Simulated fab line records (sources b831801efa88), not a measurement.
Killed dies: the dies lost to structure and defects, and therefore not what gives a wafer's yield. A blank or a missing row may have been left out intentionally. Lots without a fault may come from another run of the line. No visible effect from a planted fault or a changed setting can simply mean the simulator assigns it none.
Matching of chambers ; flow sky130 ; SKY_SONOS_ONO_ETCH_15 on rieDiel-04: 4 sister chambers
The step etches the open film in CHF3/O2, target depth 19.52 nm, time 7.8 s. 4 wafers are shown with their chamber, then 7 later ones without.

== WAFERS PAIRED WITH THEIR CHAMBERS ==
wafer;chamber;drypumpMotorCurrentA (A)
L749.4;2;6.2
L749.6;1;6.4
L754.3;0;5.5
L754.4;3;5.9

== WAFERS MISSING THEIR CHAMBER ==
wafer;drypumpMotorCurrentA (A)
L754.6;6.4
L757.1;5.9
L757.3;5.5
L757.4;5.5
L761.1;6.2
L761.3;5.9
L761.6;6.1

== THE CHAMBER EACH PASSED THROUGH ==
wafer;from the rows above;in truth
L754.6;1;1
L757.1;3;3
L757.3;0;0
L757.4;0;0
L761.1;2;2
L761.3;3;3
L761.6;2;2
7 of 7 placed correctly. Can't be placed from these rows: 0. Placed wrongly: 0.
How it was worked out, from the rows above alone: a wafer's distance from a chamber is the root of the sum, over the readings, of the square of ((its reading less the chamber's mean) divided by the reading's scatter). If the next closest chamber is less than 2 further off than the closest, the wafer can't be placed; otherwise it belongs to the closest. For every chamber, the mean is computed from those of its wafers that are shown. The scatter: root of mean squared gap, hidden wafer to nearest shown wafer, with one shown wafer a chamber.
